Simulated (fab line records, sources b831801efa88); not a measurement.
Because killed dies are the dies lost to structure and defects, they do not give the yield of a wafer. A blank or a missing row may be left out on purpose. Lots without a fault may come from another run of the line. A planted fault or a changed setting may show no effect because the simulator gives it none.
fab line records	flow sky130
[record] lots = 7	wafers = 20	lastDay = 49
route steps=708 shown LI_CONTACT@383 LOCAL_INTERCONNECT@387 CONTACT@406 PAD_OPEN@708
lots with no fault: from the same line, run without faults
startH: start of the lot's first displayed wafer, in hours after the record's first day	waitH: how many hours have passed since the lot's step before this one	" repeats the value in the row above	L1.1+2: one row covering several wafers at once	- value missing, or start not given	* or withheld: withheld	< > ~ a bound
route shown NAME@n: a module of which the file shows steps, and the number in the route of the first	usual: mean/standard deviation of fault-free wafers	same: alike in all rows	chamber/n: place in a boat	sites: the reading at each site	_std_site: standard deviation of those values	_edge_site: inner sites' mean taken away from outer sites' mean	radiusMm: how far each site lies from the wafer's centre	mask NAME#n: copy n	behind: the tool/chamber that last shaped the wafer	hold: why the lot was held/for how many hours/how that ended	device: which transistor (n, p or np) failed to switch	end of line: tests run on the same wafers once the route is complete	a step given without rows: its recipe and nothing more	killed: count of dies lost to structure and defects at first sort (not the wafer's yield)	map: the dies of a wafer, with x for killed, . for not killed, _ for no die there
set.NAME: the run value of the setting; set.NAME@STEP: its run value at that earlier step	model.NAME: the simulator's own value behind a step, which no gauge read
a table for each step, a row for each wafer; lots at some steps of the route
services: when a tool's chamber went out of use (startH, in hours from the record's first day, below 0 if earlier), for how many hours, and the reason
[[steps]]
[step SKY_LI_CONTACT_CVD_21]
[recipe] material = W	targetThkNm = 400	timeS = 120.56	tempC = 400	pressureTorr = 40
[usual] chamberPressureTorr = 40.00/0.089	heaterPowerW = 844/21
lot.wafer	tool	chamber	startH	waitH	chamberPressureTorr	heaterPowerW
L604.2	cvdW-02	0	711.60	0.0	39.93	841
L604.5	"	0	"	"	39.96	851
L604.6	"	1	"	"	39.96	865
L607.3	cvdW-01	1	736.66	0.1	39.95	839
L607.4	"	0	"	"	40.02	807
L607.6	"	1	"	"	39.89	859
L612.2	cvdW-02	0	772.37	0.0	40.01	842
L612.4	"	0	"	"	39.95	870
L612.5	"	1	"	"	39.89	837
L613.2	cvdW-01	1	774.43	0.0	40.11	862
L613.4	"	1	"	"	40.25	834
L613.6	"	0	"	"	39.86	819
L614.2	cvdW-01	0	791.17	0.0	40.11	781
L614.3	"	1	"	"	40.05	859
L614.6	"	1	"	"	40.15	867
L615.5	cvdW-01	1	810.19	0.1	40.01	882
L615.6	"	0	"	"	39.89	805
L617.2	cvdW-01	0	818.73	0.0	40.06	823
L617.3	"	1	"	"	40.13	870
L617.5	"	0	"	"	40.01	820
[step SKY_LI_CONTACT_RS_MEAS_22]
[recipe] thkMeasGauge = four-point-probe	reads = W_of_LI_CONTACT_CVD_21+TiN_of_LI_CONTACT_SPUTTER_20+Ti_of_LI_CONTACT_SPUTTER_19
[usual] LI_CONTACT_W_RS = 0.283/0.0035
lot.wafer	tool	chamber	startH	waitH	LI_CONTACT_W_RS[ohm/sq]
L604.2	filmMetro-01	-	711.75	0.1	0.282
L604.5	"	-	"	"	0.286
L604.6	"	-	"	"	0.286
L607.3	filmMetro-01	-	736.78	0.1	0.286
L607.4	"	-	"	"	0.280
L607.6	"	-	"	"	0.286
L612.2	filmMetro-01	-	772.51	0.1	0.282
L612.4	"	-	"	"	0.284
L612.5	"	-	"	"	0.281
L613.2	filmMetro-02	-	774.58	0.1	0.282
L613.4	"	-	"	"	0.281
L613.6	"	-	"	"	0.274
L614.2	filmMetro-01	-	791.31	0.1	0.277
L614.3	"	-	"	"	0.286
L614.6	"	-	"	"	0.287
L615.5	filmMetro-02	-	810.31	0.1	0.288
L615.6	"	-	"	"	0.281
L617.2	filmMetro-02	-	818.88	0.1	0.278
L617.3	"	-	"	"	0.285
L617.5	"	-	"	"	0.277
[step SKY_LI_CONTACT_THK_MEAS_23]
[recipe] thkMeasGauge = xrf	reads = W_of_LI_CONTACT_CVD_21
[usual] LI_CONTACT_W_THK = 386/7
lot.wafer	tool	chamber	startH	waitH	LI_CONTACT_W_THK[nm]
L604.2	filmMetro-01	-	711.86	0.1	392
L604.5	"	-	"	"	385
L604.6	"	-	"	"	390
L607.3	filmMetro-01	-	736.88	0.1	387
L607.4	"	-	"	"	397
L607.6	"	-	"	"	386
L612.2	filmMetro-01	-	772.62	0.1	389
L612.4	"	-	"	"	385
L612.5	"	-	"	"	392
L613.2	filmMetro-02	-	774.69	0.1	375
L613.4	"	-	"	"	376
L613.6	"	-	"	"	385
L614.2	filmMetro-01	-	791.42	0.1	395
L614.3	"	-	"	"	384
L614.6	"	-	"	"	384
L615.5	filmMetro-02	-	810.39	0.1	381
L615.6	"	-	"	"	390
L617.2	filmMetro-02	-	818.99	0.1	382
L617.3	"	-	"	"	376
L617.5	"	-	"	"	385
[step SKY_LI_CONTACT_CMP_24]
[recipe] stopOn = PSG	tOverpolishS = 20	downForcePsi = 3.5	platenRpm = 60	targetThkNm = 0	padVelocityMS = 0.94248
[usual] motorCurrentA = 11.3/1.3	overpolishRunS = 19.999/0.0082	timeToEndpointS = 96/3.5
lot.wafer	tool	chamber	startH	waitH	motorCurrentA	overpolishRunS	timeToEndpointS
L604.2	cmp-02	2	711.96	0.1	12.6	20.008	95
L604.5	"	1	"	"	9.8	20.016	96
L604.6	"	2	"	"	12.5	20.002	96
L607.4	cmp-01	1	736.92	0.0	10.3	20.007	97
L607.3	"	0	"	"	12.6	20.003	99
L607.6	"	1	"	"	10.3	20.001	97
L612.2	cmp-02	2	772.67	0.0	12.7	19.996	90
L612.4	"	1	"	"	9.7	19.997	88
L612.5	"	3	"	"	10.5	20.008	88
L613.4	cmp-01	2	774.84	0.1	11.1	19.987	100
L613.2	"	3	"	"	12.0	19.996	97
L613.6	"	0	"	"	13.1	19.990	102
L614.3	cmp-01	0	791.57	0.1	13.1	20.016	96
L614.2	"	3	"	"	11.9	20.001	97
L614.6	"	0	"	"	13.8	20.001	96
L615.6	cmp-02	2	810.61	0.2	12.4	19.995	93
L615.5	"	3	"	"	10.4	19.998	91
L617.3	cmp-01	3	819.14	0.1	12.2	20.006	92
L617.2	"	0	"	"	12.6	20.006	99
L617.5	"	1	"	"	10.2	20.010	95
[step SKY_LOCAL_INTERCONNECT_SPUTTER_00]
[recipe] material = TiN	targetThkNm = 100	tempC = 300	powerW = 6500	timeS = 83.3	chamberPressurePa = 0.4
[usual] throttleValvePct = 29.3/0.86
lot.wafer	tool	chamber	startH	waitH	throttleValvePct
L604.2	pvdSputter-03	-	712.21	0.2	29.4
L604.5	"	-	"	"	28.7
L604.6	"	-	"	"	30.0
L607.3	pvdSputter-04	-	737.22	0.1	29.0
L607.4	"	-	"	"	27.8
L607.6	"	-	"	"	27.8
L612.2	pvdSputter-04	-	772.97	0.2	28.8
L612.4	"	-	"	"	29.0
L612.5	"	-	"	"	29.7
L613.2	pvdSputter-01	-	775.04	0.1	29.2
L613.4	"	-	"	"	28.4
L613.6	"	-	"	"	28.9
L614.2	pvdSputter-03	-	791.87	0.1	28.7
L614.3	"	-	"	"	30.7
L614.6	"	-	"	"	31.0
L615.5	pvdSputter-04	-	810.74	0.0	30.0
L615.6	"	-	"	"	29.0
L617.2	pvdSputter-04	-	819.34	0.1	28.9
L617.3	"	-	"	"	29.2
L617.5	"	-	"	"	28.5
[step SKY_LOCAL_INTERCONNECT_RS_MEAS_01]
[recipe] thkMeasGauge = four-point-probe	reads = TiN_of_LOCAL_INTERCONNECT_SPUTTER_00
[usual] LOCAL_INTERCONNECT_TIN_RS = 14.12/0.14
lot.wafer	tool	chamber	startH	waitH	LOCAL_INTERCONNECT_TIN_RS[ohm/sq]
L604.2	filmMetro-04	-	712.29	0.1	13.94
L604.5	"	-	"	"	13.99
L604.6	"	-	"	"	13.94
L607.3	filmMetro-04	-	737.32	0.1	14.17
L607.4	"	-	"	"	14.07
L607.6	"	-	"	"	14.04
L612.2	filmMetro-01	-	773.06	0.1	14.22
L612.4	"	-	"	"	14.02
L612.5	"	-	"	"	14.19
L613.2	filmMetro-01	-	775.12	0.1	14.13
L613.4	"	-	"	"	14.04
L613.6	"	-	"	"	14.10
L614.2	filmMetro-01	-	791.95	0.1	14.04
L614.3	"	-	"	"	14.10
L614.6	"	-	"	"	14.03
L615.5	filmMetro-03	-	810.85	0.1	14.24
L615.6	"	-	"	"	14.10
L617.2	filmMetro-04	-	819.44	0.1	14.11
L617.3	"	-	"	"	13.92
L617.5	"	-	"	"	14.03
[step SKY_LOCAL_INTERCONNECT_THK_MEAS_02]
[recipe] thkMeasGauge = xrf	reads = TiN_of_LOCAL_INTERCONNECT_SPUTTER_00
[usual] LOCAL_INTERCONNECT_TIN_THK = 98.7/0.98
lot.wafer	tool	chamber	startH	waitH	LOCAL_INTERCONNECT_TIN_THK[nm]
L604.2	filmMetro-04	-	712.40	0.1	99.5
L604.5	"	-	"	"	100.2
L604.6	"	-	"	"	99.7
L607.3	filmMetro-04	-	737.42	0.1	98.0
L607.4	"	-	"	"	98.4
L607.6	"	-	"	"	99.3
L612.2	filmMetro-01	-	773.17	0.1	98.8
L612.4	"	-	"	"	100.4
L612.5	"	-	"	"	98.9
L613.2	filmMetro-01	-	775.23	0.1	99.0
L613.4	"	-	"	"	99.4
L613.6	"	-	"	"	99.1
L614.2	filmMetro-01	-	792.06	0.1	99.5
L614.3	"	-	"	"	99.6
L614.6	"	-	"	"	100.3
L615.5	filmMetro-03	-	810.93	0.1	97.7
L615.6	"	-	"	"	98.6
L617.2	filmMetro-04	-	819.55	0.1	98.3
L617.3	"	-	"	"	99.7
L617.5	"	-	"	"	99.2
[step SKY_LOCAL_INTERCONNECT_DEHYDRATE_03]
[recipe] tempC = 200	timeS = 60
[step SKY_LOCAL_INTERCONNECT_HMDS_04]
[recipe] primeTimeS = 60	primeTempC = 120
[step SKY_LOCAL_INTERCONNECT_COAT_05]
[recipe] resist = BARC	tempC = withheld	timeS = withheld	spinRpm = 3000	resistThkNm = 60
[step SKY_LOCAL_INTERCONNECT_COAT_06]
[recipe] resist = KrF-thick	spinRpm = 3000	resistThkNm = 450
[step SKY_LOCAL_INTERCONNECT_SOFTBAKE_07]
[recipe] tempC = 100	timeS = 90	resist = KrF-thick
[step SKY_LOCAL_INTERCONNECT_EXPOSE_08]
[recipe] maskId = LI1M	na = 0.8	sourceShape = annular	sigmaInner = 0.55	sigmaOuter = 0.85	targetCdNm = 170	doseMj = 28
[usual] exposureDoseMJCm2 = 27.96/0.043
lot.wafer	tool	chamber	startH	waitH	mask	exposureDoseMJCm2
L604.2	krfScanner-01	0	727.15	-	LI1M#0	27.96
L604.5	"	0	"	"	LI1M#0	27.94
L604.6	"	0	"	"	LI1M#0	27.95
L607.3	krfScanner-01	0	751.41	-	LI1M#0	27.90
L607.4	"	0	"	"	LI1M#0	27.91
L607.6	"	0	"	"	LI1M#0	27.95
L612.2	krfScanner-01	0	787.86	-	LI1M#0	27.94
L612.4	"	0	"	"	LI1M#0	27.90
L612.5	"	0	"	"	LI1M#0	27.94
L613.2	krfScanner-01	0	789.73	-	LI1M#0	27.96
L613.4	"	0	"	"	LI1M#0	27.94
L613.6	"	0	"	"	LI1M#0	27.91
L614.2	krfScanner-01	0	804.92	-	LI1M#0	27.98
L614.3	"	0	"	"	LI1M#0	27.92
L614.6	"	0	"	"	LI1M#0	27.97
L615.5	krfScanner-01	0	823.95	-	LI1M#0	27.96
L615.6	"	0	"	"	LI1M#0	28.00
L617.2	krfScanner-01	0	831.96	-	LI1M#0	27.93
L617.3	"	0	"	"	LI1M#0	27.93
L617.5	"	0	"	"	LI1M#0	27.94
[step SKY_LOCAL_INTERCONNECT_PEB_09]
[recipe] pebTempC = withheld	pebTimeS = withheld	resist = KrF-thick
[step SKY_LOCAL_INTERCONNECT_DEVELOP_10]
[recipe] developTimeS = 60	resist = KrF-thick	devTempC = 21
[step SKY_LOCAL_INTERCONNECT_CD_MEAS_11]
[recipe] targetCdNm = 170
[usual] cdNm = 170.3/1.7
lot.wafer	tool	chamber	startH	waitH	cdNm
L604.2	cdSem-02	-	739.88	-	171.4
L604.5	"	-	"	"	173.6
L604.6	"	-	"	"	171.9
L607.3	cdSem-01	-	764.89	-	168.0
L607.4	"	-	"	"	168.2
L607.6	"	-	"	"	166.7
L612.2	cdSem-02	-	799.64	-	169.7
L612.4	"	-	"	"	171.1
L612.5	"	-	"	"	171.2
L613.2	cdSem-01	-	801.82	-	172.3
L613.4	"	-	"	"	172.6
L613.6	"	-	"	"	170.6
L614.2	cdSem-01	-	818.67	-	170.0
L614.3	"	-	"	"	56.9
L614.6	"	-	"	"	170.1
L615.5	cdSem-02	-	836.79	-	58.8
L615.6	"	-	"	"	166.8
L617.2	cdSem-02	-	845.73	-	170.2
L617.3	"	-	"	"	57.9
L617.5	"	-	"	"	59.3
[step SKY_LOCAL_INTERCONNECT_OVL_MEAS_12]
[usual] LOCAL_INTERCONNECT_OVL = 0/5.4
lot.wafer	tool	chamber	startH	waitH	LOCAL_INTERCONNECT_OVL[nm]
L604.2	overlay-02	-	739.99	0.1	2
L604.5	"	-	"	"	7
L604.6	"	-	"	"	-3
L607.3	overlay-01	-	764.99	0.1	1
L607.4	"	-	"	"	-1
L607.6	"	-	"	"	-4
L612.2	overlay-01	-	799.74	0.1	-1
L612.4	"	-	"	"	-6
L612.5	"	-	"	"	2
L613.2	overlay-02	-	801.93	0.1	-5
L613.4	"	-	"	"	-7
L613.6	"	-	"	"	-8
L614.2	overlay-02	-	818.78	0.1	4
L614.3	"	-	"	"	-4
L614.6	"	-	"	"	4
L615.5	overlay-02	-	836.86	0.0	8
L615.6	"	-	"	"	4
L617.2	overlay-02	-	845.84	0.1	7
L617.3	"	-	"	"	4
L617.5	"	-	"	"	-2
[step SKY_LOCAL_INTERCONNECT_ETCH_13]
[recipe] chemistry = N2/H2	target = BARC	ionEnergyEv = 200	biasW = 100	pressureMtorr = 30	n2FlowSccm = 100	h2FlowSccm = 200	icpW = 500	stopOn = SiO2	timeS = 45.9	targetDepthA = 600
[usual] drypumpMotorCurrentA = 5.4/0.39	n2FlowSccm = 100.0/0.3	oesProductAu = 0.855/0.0045	throttleValvePct = 13.225/0.0093
lot.wafer	tool	chamber	startH	waitH	drypumpMotorCurrentA	n2FlowSccm	oesProductAu	rfHoursCounterH	throttleValvePct	model.LOCAL_INTERCONNECT.cdNm
L604.2	rieMetal-02	1	740.02	0.0	6.0	100.2	0.851	2	13.202	170.5
L604.5	"	0	"	"	5.7	99.4	0.852	-	13.232	173.5
L604.6	"	1	"	"	6.0	100.1	0.849	-	13.228	171.2
L607.3	rieMetal-03	0	765.03	0.0	5.1	99.5	0.861	-	13.222	167.7
L607.4	"	1	"	"	5.0	100.3	0.861	-	13.241	167.8
L607.6	"	1	"	"	5.0	100.5	0.848	-	13.229	166.2
L612.2	rieMetal-01	0	799.77	0.0	5.7	100.3	0.861	4	13.211	170.3
L612.4	"	0	"	"	5.7	100.3	0.860	-	13.226	171
L612.5	"	0	"	"	5.7	100.5	0.854	-	13.213	171
L613.2	rieMetal-02	1	801.96	0.0	6.0	99.1	0.854	5	13.234	172.2
L613.4	"	0	"	"	5.7	99.7	0.866	-	13.231	173.4
L613.6	"	1	"	"	6.0	99.5	0.857	-	13.217	170.4
L614.2	rieMetal-03	1	818.83	0.0	4.9	99.9	0.860	-	13.233	169.9
L614.3	"	1	"	"	5.0	99.8	0.859	-	13.213	56.86
L614.6	"	1	"	"	5.0	100.3	0.857	-	13.217	169.6
L615.5	rieMetal-03	1	836.91	0.0	4.9	99.9	0.861	-	13.220	58.9
L615.6	"	0	"	"	5.1	100.1	0.860	-	13.225	167.4
L617.2	rieMetal-02	1	845.87	0.0	6.0	100.3	0.854	6	13.220	170
L617.3	"	0	"	"	5.7	99.7	0.861	-	13.230	58.81
L617.5	"	1	"	"	6.0	99.9	0.860	-	13.232	59.87
[step SKY_LOCAL_INTERCONNECT_METAL_ETCH_14]
[recipe] targetDepthNm = 110	stopOn = PSG	chemistry = Cl2/BCl3	target = TiN	resistSidewallDeg = 88	pressureMtorr = 10	icpW = 900	biasW = 48.5	Cl2_flow_sccm = 60	bcl3FlowSccm = 30	timeS = 31.4
[usual] drypumpMotorCurrentA = 5.4/0.39	oesProductAu = 0.942/0.0064	throttleValvePct = 21.899/0.0096
lot.wafer	tool	chamber	startH	waitH	drypumpMotorCurrentA	oesProductAu	rfHoursCounterH	throttleValvePct	model.LOCAL_INTERCONNECT.cdNm
L604.2	rieMetal-02	1	740.08	0.0	6.0	0.943	2	21.887	170.3
L604.5	"	0	"	"	5.7	0.947	-	21.880	173.5
L604.6	"	1	"	"	6.0	0.948	-	21.908	171.5
L607.3	rieMetal-03	0	765.09	0.0	5.1	0.947	-	21.909	168.3
L607.4	"	1	"	"	5.0	0.938	-	21.899	169.2
L607.6	"	1	"	"	5.0	0.946	-	21.894	167.5
L612.2	rieMetal-01	0	799.84	0.0	5.7	0.938	4	21.906	170.2
L612.4	"	0	"	"	5.7	0.941	-	21.895	171.1
L612.5	"	0	"	"	5.7	0.938	-	21.914	170.9
L613.2	rieMetal-02	1	802.02	0.0	6.0	0.945	5	21.890	172.2
L613.4	"	0	"	"	5.7	0.942	-	21.896	173.6
L613.6	"	1	"	"	6.0	0.942	-	21.905	170.1
L614.2	rieMetal-03	1	818.95	0.1	5.0	0.946	-	21.897	170.5
L614.3	"	1	"	"	5.0	0.942	-	21.893	57.77
L614.6	"	1	"	"	4.9	0.949	-	21.904	170.4
L615.5	rieMetal-03	1	836.97	0.0	5.0	0.936	-	21.892	59.44
L615.6	"	0	"	"	5.1	0.945	-	21.907	167.9
L617.2	rieMetal-02	1	845.93	0.0	6.0	0.937	6	21.904	170.5
L617.3	"	0	"	"	5.7	0.948	-	21.884	58.78
L617.5	"	1	"	"	6.0	0.943	-	21.900	59.94
[step SKY_LOCAL_INTERCONNECT_STRIP_15]
[recipe] chemistry = O2/N2	powerW = 1400	pressureMtorr = 1500	platenTempC = withheld	o2FlowSccm = 3000	n2FlowSccm = 300	overashFraction = 0.5
[usual] drypumpMotorCurrentA = 5.75/0.21	n2FlowSccm = 299.9/0.87	oesProductAu = 0.427/0.0043	stripTimeToEndpointS = 4.725/0.02
lot.wafer	tool	chamber	startH	waitH	drypumpMotorCurrentA	n2FlowSccm	oesProductAu	rfHoursCounterH	stripTimeToEndpointS
L604.2	plasmaAsher-03	1	740.13	0.0	5.95	300.1	0.420	31	4.696
L604.5	"	1	"	"	5.93	300.3	0.426	-	4.729
L604.6	"	0	"	"	5.84	300.7	0.430	-	4.698
L607.3	plasmaAsher-03	1	765.16	0.1	5.97	300.8	0.429	-	4.713
L607.4	"	0	"	"	5.82	300.5	0.426	-	4.705
L607.6	"	1	"	"	5.95	299.6	0.434	-	4.726
L612.2	plasmaAsher-01	1	799.89	0.0	5.74	299.5	0.426	102	4.706
L612.4	"	0	"	"	5.27	300.5	0.433	-	4.732
L612.5	"	0	"	"	5.25	301.1	0.424	-	4.730
L613.2	plasmaAsher-03	0	802.07	0.0	5.82	299.6	0.426	37	4.695
L613.4	"	0	"	"	5.81	301.1	0.422	-	4.713
L613.6	"	0	"	"	5.81	299.6	0.431	-	4.713
L614.2	plasmaAsher-03	0	819.04	0.1	5.83	300.7	0.430	39	4.723
L614.3	"	1	"	"	5.94	300.3	0.425	-	4.732
L614.6	"	0	"	"	5.82	301.9	0.426	-	4.737
L615.5	plasmaAsher-01	1	837.05	0.1	5.75	299.2	0.431	-	4.713
L615.6	"	0	"	"	5.28	302.0	0.427	-	4.726
L617.2	plasmaAsher-04	1	845.98	0.0	5.94	301.6	0.426	9	4.703
L617.3	"	0	"	"	5.82	299.5	0.429	-	4.737
L617.5	"	0	"	"	5.81	301.3	0.423	-	4.716
[step SKY_LOCAL_INTERCONNECT_STRIP_16]
[recipe] chemistry = postEtchResidueRemover	timeS = 1200	tempC = 72.5
[step SKY_LOCAL_INTERCONNECT_CLEAN_17]
[recipe] chemistry = IPA	timeS = 180	tempC = 25
[step SKY_LOCAL_INTERCONNECT_CLEAN_18]
[recipe] chemistry = O3/DIW	dry = n2Spin
[step SKY_CONTACT_CVD_00]
[recipe] material = Si3N4	targetThkNm = 75	tempC = 400	timeS = withheld	rfW = 450
[usual] heaterPowerW = 749/96
lot.wafer	tool	chamber	startH	waitH	heaterPowerW
L604.2	pecvd-02	1	740.73	0.0	633
L604.5	"	1	"	"	641
L604.6	"	2	"	"	669
L607.3	pecvd-02	2	765.72	0.0	692
L607.4	"	2	"	"	691
L607.6	"	0	"	"	706
L612.2	pecvd-02	1	800.48	0.0	699
L612.4	"	1	"	"	696
L612.5	"	0	"	"	693
L613.2	pecvd-04	2	802.67	0.0	675
L613.4	"	2	"	"	672
L613.6	"	2	"	"	665
L614.2	pecvd-03	0	819.63	0.0	983
L614.6	"	2	"	"	852
L615.6	pecvd-03	0	837.68	0.0	935
L617.2	pecvd-02	1	846.57	0.0	694
[step SKY_CONTACT_THK_MEAS_01]
[recipe] reads = Si3N4_of_CONTACT_CVD_00
[usual] CONTACT_CVD_00_THK = 74.8/0.83
lot.wafer	tool	chamber	startH	waitH	CONTACT_CVD_00_THK[nm]
L604.2	filmMetro-04	-	740.77	-	74.6
L604.5	"	-	"	"	74.8
L604.6	"	-	"	"	74.4
L607.3	filmMetro-01	-	765.77	-	73.3
L607.4	"	-	"	"	75.4
L607.6	"	-	"	"	74.5
L612.2	filmMetro-01	-	800.52	-	73.8
L612.4	"	-	"	"	75.4
L612.5	"	-	"	"	75.7
L613.2	filmMetro-02	-	802.73	-	74.4
L613.4	"	-	"	"	74.5
L613.6	"	-	"	"	74.4
L614.2	filmMetro-02	-	819.69	-	73.8
L614.6	"	-	"	"	75.3
L615.6	filmMetro-04	-	837.74	-	75.2
L617.2	filmMetro-02	-	846.62	-	73.8
[step SKY_PAD_OPEN_PROBE_99]
lot.wafer	tool	chamber	startH	waitH	model.etest.mconChain.rcOhm	model.etest.ring_5v.noRing	model.etest.resLi.open	model.etest.ring_1v8.noRing
L604.2	prober-02	-	1100.71	0.1	16.97	0	0	0
L604.5	prober-02	-	1100.86	0.2	16.34	0	0	0
L604.6	prober-02	-	1100.91	0.2	16.44	0	0	0
L607.3+4	prober-01	-	1120.26	0.2	16.79	0	0	0
L607.6	prober-01	-	1120.41	0.2	17.23	0	0	0
L612.2	prober-02	-	1145.56	0.1	16.65	0	0	0
L612.4	prober-02	-	1145.66	0.2	17.24	0	0	0
L612.5	prober-02	-	1145.71	0.2	17.12	0	0	0
L613.2	prober-01	-	1145.89	0.1	16.35	0	0	0
L613.4	prober-01	-	1145.99	0.2	16.26	0	0	0
L613.6	prober-01	-	1146.09	0.2	16.94	0	0	0
L614.2	prober-02	-	1159.58	0.1	16.91	0	0	0
L614.3	prober-02	-	1159.63	0.2	29.64	1	1	1
L614.6	prober-02	-	1159.78	0.2	17.18	0	0	0
L615.5	prober-01	-	1167.96	0.2	30.15	1	1	1
L615.6	prober-01	-	1168.01	0.2	17.15	0	0	0
L617.2	prober-01	-	1177.21	0.1	16.97	0	0	0
L617.3	prober-01	-	1177.26	0.2	28.37	1	1	1
L617.5	prober-01	-	1177.36	0.2	29.34	1	1	1
// killed by level:class
L604.2 CONTACT:geometricParticle:open=11 VIA1:geometricParticle:open=7 METAL2:geometricParticle:short=7 POLY_GATE:geometricParticle:short=6 CONTACT:geometricParticle:short=6 VIA1:geometricParticle:short=6 VIA2:geometricParticle:open=5 FIELD_ISO:geometricParticle:open=4
L604.5 VIA1:geometricParticle:open=17 CONTACT:geometricParticle:open=9 CONTACT:geometricParticle:short=7 METAL1:geometricParticle:short=6 VIA2:geometricParticle:short=6 VIA2:geometricParticle:open=6 LI_CONTACT:geometricParticle:open=4 METAL2:geometricParticle:open=4
L604.6 VIA2:geometricParticle:open=9 VIA1:geometricParticle:open=8 CONTACT:geometricParticle:open=8 METAL1:geometricParticle:short=6 VIA3:geometricParticle:open=5 FIELD_ISO:geometricParticle:short=4 POLY_CUT:geometricParticle:open=4 LI_CONTACT:geometricParticle:open=4
L607.3 CONTACT:geometricParticle:open=9 VIA1:geometricParticle:open=8 LI_CONTACT:geometricParticle:open=7 FIELD_ISO:geometricParticle:open=6 METAL2:geometricParticle:short=6 LI_CONTACT:geometricParticle:short=5 METAL1:geometricParticle:short=5 VIA1:geometricParticle:short=5
L607.4 VIA2:geometricParticle:open=15 CONTACT:geometricParticle:open=8 VIA1:geometricParticle:open=8 METAL2:geometricParticle:short=8 VIA3:geometricParticle:open=7 LI_CONTACT:geometricParticle:open=5 METAL1:geometricParticle:short=5 VIA2:geometricParticle:short=5
L607.6 CONTACT:geometricParticle:open=10 FIELD_ISO:geometricParticle:open=7 VIA2:geometricParticle:open=6 VIA1:geometricParticle:open=6 FIELD_ISO:geometricParticle:short=5 METAL1:geometricParticle:short=5 METAL2:geometricParticle:short=5 POLY_GATE:geometricParticle:open=4
L612.2 VIA1:geometricParticle:open=13 CONTACT:geometricParticle:open=12 LI_CONTACT:geometricParticle:open=9 VIA2:geometricParticle:open=8 LOCAL_INTERCONNECT:geometricParticle:short=5 VIA1:geometricParticle:short=5 VIA3:geometricParticle:open=5 FIELD_ISO:geometricParticle:open=4
L612.4 CONTACT:geometricParticle:open=8 VIA1:geometricParticle:open=8 VIA3:geometricParticle:open=8 METAL1:geometricParticle:short=6 CONTACT:geometricParticle:short=5 VIA1:geometricParticle:short=5 FIELD_ISO:geometricParticle:short=4 LI_CONTACT:geometricParticle:open=4
L612.5 VIA1:geometricParticle:open=12 CONTACT:geometricParticle:open=12 VIA3:geometricParticle:open=12 CONTACT:geometricParticle:short=9 METAL1:geometricParticle:short=9 LOCAL_INTERCONNECT:geometricParticle:short=6 VIA2:geometricParticle:open=6 METAL2:geometricParticle:short=5
L613.2 VIA2:geometricParticle:open=8 LI_CONTACT:geometricParticle:short=6 LI_CONTACT:geometricParticle:open=6 VIA1:geometricParticle:open=6 VIA3:geometricParticle:open=6 METAL2:geometricParticle:short=5 CONTACT:geometricParticle:open=5 VIA1:geometricParticle:short=4
L613.4 VIA1:geometricParticle:open=16 CONTACT:geometricParticle:open=12 VIA3:geometricParticle:open=8 METAL1:geometricParticle:short=6 VIA1:geometricParticle:short=6 CONTACT:geometricParticle:short=5 METAL3:geometricParticle:short=4 VIA2:geometricParticle:open=4
L613.6 METAL1:geometricParticle:short=11 VIA2:geometricParticle:open=10 LI_CONTACT:geometricParticle:open=9 VIA1:geometricParticle:open=9 CONTACT:geometricParticle:open=8 METAL2:geometricParticle:short=7 VIA2:geometricParticle:short=5 FIELD_ISO:geometricParticle:open=4
[[services]]
tool	chamber	startH	hours	kind
cmp-01	-	694.46	5.7	repair
cvdW-02	-	699.37	0.4	repair
krfScanner-01	-	710.92	0.2	repair
cmp-01	-	713.33	1.5	repair
cmp-02	-	714.68	0.5	repair
krfScanner-01	-	722.54	0.5	repair
krfScanner-01	-	734.72	4.4	pm
cmp-02	-	744.00	4.0	pm
krfScanner-01	-	744.47	0.8	pm
pecvd-02	-	754.27	0.8	repair
pecvd-02	2	759.05	6.6	repair
krfScanner-01	-	760.04	1.0	pm
krfScanner-01	-	762.48	1.3	pm
cvdW-01	-	768.27	1.0	repair
pvdSputter-03	-	768.61	11.9	repair
krfScanner-01	-	779.64	3.6	pm
cmp-01	-	787.28	0.5	repair
plasmaAsher-03	-	802.61	2.8	pm
krfScanner-01	-	807.81	11.6	pm
cmp-01	-	808.74	3.4	repair
rieMetal-02	-	817.24	1.4	pm
krfScanner-01	-	821.09	1.1	repair
pecvd-02	-	832.76	1.7	repair
cmp-01	-	838.26	3.9	pm
[[key]]
[firstSign] step = SKY_LOCAL_INTERCONNECT_CD_MEAS_11	reading = cdNm	direction = down	sigmas = 66	usual = 170.3	struck = 58.2
[effect] step = SKY_CONTACT_CVD_00	reading = visit	direction = missing
[effect] step = SKY_CONTACT_THK_MEAS_01	reading = visit	direction = missing
[modelEffect] step = SKY_LOCAL_INTERCONNECT_ETCH_13	value = LOCAL_INTERCONNECT.cdNm	without = 170	struck = 58.61
[modelEffect] step = SKY_LOCAL_INTERCONNECT_METAL_ETCH_14	value = LOCAL_INTERCONNECT.cdNm	without = 170.4	struck = 58.99
[modelEffect] step = SKY_PAD_OPEN_PROBE_99	value = etest.mconChain.rcOhm	without = 16.6	struck = 29.38
metAt SKY_LOCAL_INTERCONNECT_EXPOSE_08
struckWafers L614.3,L615.5,L617.3,L617.5
laterRowsLeftOut L614.3,L615.5,L617.3,L617.5
sortLeftOut L614.3,L615.5,L617.3,L617.5
testerLeftOut L614,L615,L617
onsetBetween 789.73 804.92
[fault] kind = processParameterDrift	tool = krfScanner-01	chamber = -	onsetH = 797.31	steps = SKY_LOCAL_INTERCONNECT_EXPOSE_08	channel = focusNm	offset = 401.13	shape = step	endH = 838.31	scope = struckWafersOnly
// testerLeftOut: of these lots the tester's yield and bins aren't shown, on N5 and GAA mostly nor the transistor test; their killed dies are dies lost to structure and defects alone, not to doping, threshold or leakage, so they don't give the yield
// sortLeftOut: the simulated sort isn't trusted on such a fault, so these wafers' sort isn't shown, and their yield isn't known
// laterRowsLeftOut: the simulator's readings of these wafers behind a module that went badly wrong aren't trusted and aren't shown, but for the sort
